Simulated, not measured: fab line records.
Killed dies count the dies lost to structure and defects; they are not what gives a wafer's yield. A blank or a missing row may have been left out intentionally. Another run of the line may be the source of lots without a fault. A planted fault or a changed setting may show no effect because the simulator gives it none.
A struck lot beside a sound one	flow sky130	29 steps out of a route of 708
Sound: these wafers, L554.1, L554.2, L554.3. Wafers struck: L547.2, L547.3, L547.6. The cause is given at the end.
Each step with rows lists, per side, the tool, then ch with its chambers, then its first start. Under that, the readings that differ: sound wafers	struck wafers	difference of the means	sigmas: that difference in standard deviations of wafers without a fault.
alike: same words and numbers on both sides, and readings whose means sit less than 2 such deviations apart. not compared: any withheld reading, any reading some wafer has no value for, any bound like >300 that may hide the same value, and any number with overlapping values for which the record gives no deviation.
Wherever a step has rows on one side only, a row that says differs or no value, or a row with sigmas, the two part there. Non-overlapping numbers with no deviation appear without sigmas and do not part them. A reading missing from all wafers of one side parts the sides only when that side holds two or more wafers.

first, 3 steps without rows for these wafers: SKY_METAL1_EXPOSE_12 (exposes mask MM1, target cd 140 nm); SKY_METAL1_PEB_13; SKY_METAL1_DEVELOP_14 (develop time 60 s).
SKY_METAL1_CD_MEAS_15: target cd 140 nm.
  sound on cdSem-01, day 38 10:11; struck on cdSem-01, day 36 04:10
reading	sound	struck	difference	sigmas
cdNm (nm)	141.7 140.7 140.6	143.4 145.4 143.1	+3.0	+2
SKY_METAL1_OVL_MEAS_16:
  sound on overlay-01, day 38 10:19; struck on overlay-01, day 36 04:16
  alike: METAL1_OVL
SKY_METAL1_DESCUM_17: chemistry O2, time 8 s.
  sound on rieMetal-04 ch 0,1, day 38 10:20; struck on rieMetal-03 ch 0,1, day 36 04:17
  alike: drypumpMotorCurrentA, oesProductAu
  not compared: rfHoursCounterH
SKY_METAL1_ETCH_18: etches BARC in N2/H2, stops on SiO2, time 45.9 s, target depth 60 nm.
  sound on rieMetal-04 ch 0,1, day 38 10:22; struck on rieMetal-03 ch 0,1, day 36 04:19
  alike: drypumpMotorCurrentA, oesProductAu, throttleValvePct
  not compared: rfHoursCounterH
then, 5 steps without rows for these wafers: SKY_METAL1_METAL_ETCH_19 (etches the open film in Cl2/BCl3, stops on SiO2, target depth 360 nm, time 78 s); SKY_METAL1_STRIP_20 (strips in O2/N2); SKY_METAL1_STRIP_21 (strips in post etch residue remover, time 1200 s); SKY_METAL1_CLEAN_22 (cleans in IPA, time 180 s); SKY_METAL1_CLEAN_23 (cleans in O3/DIW).
SKY_VIA1_HDPCVD_00: deposits SiO2, target thk 1030 nm, time 171.7 s.
  sound on hdpcvd-01 ch 0,1,2, day 38 11:14; struck on hdpcvd-02 ch 0,1, day 36 05:04
  no value came back on the struck wafers for pressureMtorr (mTorr), runLengthS (s); on the sound wafers pressureMtorr (mTorr) reads 6.029 6.004 5.993
SKY_VIA1_CMP_02: polishes SiO2.
  sound on cmp-01 ch 1,2,3, day 38 12:07; struck on cmp-01 ch 1,3, day 36 05:14
  alike: motorCurrentA
SKY_VIA1_BOW_MEAS_03:
  sound on filmMetro-02, day 38 12:26; struck on filmMetro-03, day 36 05:34
  alike: VIA1_BOW
then, 8 steps without rows for these wafers: SKY_VIA1_DEHYDRATE_04 (time 60 s); SKY_VIA1_HMDS_05 (prime time 60 s); SKY_VIA1_COAT_06 (resist thk 60 nm); SKY_VIA1_COAT_07 (resist thk 450 nm); SKY_VIA1_SOFTBAKE_08 (time 90 s); SKY_VIA1_EXPOSE_09 (exposes mask VIM, target cd 150 nm); SKY_VIA1_PEB_10; SKY_VIA1_DEVELOP_11 (develop time 60 s).
SKY_VIA1_CD_MEAS_12: target cd 150 nm.
  sound on cdSem-01, day 39 13:14; struck on cdSem-02, day 37 06:22
  alike: cdNm
SKY_VIA1_OVL_MEAS_13:
  sound on overlay-02, day 39 13:22; struck on overlay-01, day 37 06:28
  alike: VIA1_OVL
SKY_VIA1_ETCH_14: etches BARC in N2/H2, stops on SiO2, time 45.9 s, target depth 60 nm.
  sound on rieDiel-04 ch 0,1,2, day 39 13:23; struck on rieDiel-03 ch 1,2,3, day 37 06:29
  alike: drypumpMotorCurrentA, oesProductAu, throttleValvePct
  not compared: rfHoursCounterH
SKY_VIA1_ETCH_15: etches SiO2 in C4F8/O2/Ar, stops on TiN, target depth 351 nm, time 54 s.
  sound on rieDiel-04 ch 0,1,2, day 39 13:26; struck on rieDiel-03 ch 1,2,3, day 37 06:32
reading	sound	struck	difference	sigmas
oesProductAu (a.u.)	0.989 0.989 0.988	0.379 0.367 0.373	-0.616	-99 or more
model.etch.depthNm (nm)	346.6 341.3 345.2	0 0 0	-344	
SKY_VIA1_STRIP_16: strips in O2/N2.
  sound on plasmaAsher-03 ch 0,1, day 39 13:29; struck on plasmaAsher-03 ch 0,1, day 37 06:35
  alike: drypumpMotorCurrentA, oesProductAu, stripTimeToEndpointS
  not compared: rfHoursCounterH
-- the record jumps here: 11 days lie between the struck wafers' starts before and after (it left off in module VIA1 and takes up again in module PAD_OPEN, whose first step shown is number 708 of the route) --
SKY_PAD_OPEN_PROBE_99:
  sound on prober-02, day 49 22:40; struck on prober-01, day 48 06:51
reading	sound	struck	difference	sigmas
defectLimitedYield (%)	82.5 80.1 83.9	0 0 0	-82	-46
killed_at_M0_to_M3	46 43 31	479 483 478	+440	+68
killedAtContacts	21 39 32	9 4 6	-24	-5
killedAtFrontEnd	17 12 15	4 5 6	-10	-2
killedDies	86 98 79	492 492 492	+404	+45
killedOnRim	24 21 12	96 96 96	+77	+21
killedOpen	50 44 46	13 14 15	-33	-5
killedShort	36 54 33	8 5 14	-32	-5
sort_bin_3_pad_short (%)	1.2 1.4 0.8	22.6 22.6 28.9	+23.6	+54
sort_bin_5_function (%)	10.8 11.4 9.3	75.6 74.6 69.5	+62.7	+45
sort_bin_6_memory (%)	5.5 7.1 5.9	1.8 2.8 1.6	-4.1	-4
sortNPass	406 394 413	0 0 0	-404	-45
sortYieldPct (%)	82.5 80.1 83.9	0 0 0	-82	-46
  alike: killed_at_M4_up, killedAtOther

WHERE THEY PART
First at SKY_METAL1_CD_MEAS_15; last, within this record, at SKY_PAD_OPEN_PROBE_99.

WHY: whatever the simulator had introduced
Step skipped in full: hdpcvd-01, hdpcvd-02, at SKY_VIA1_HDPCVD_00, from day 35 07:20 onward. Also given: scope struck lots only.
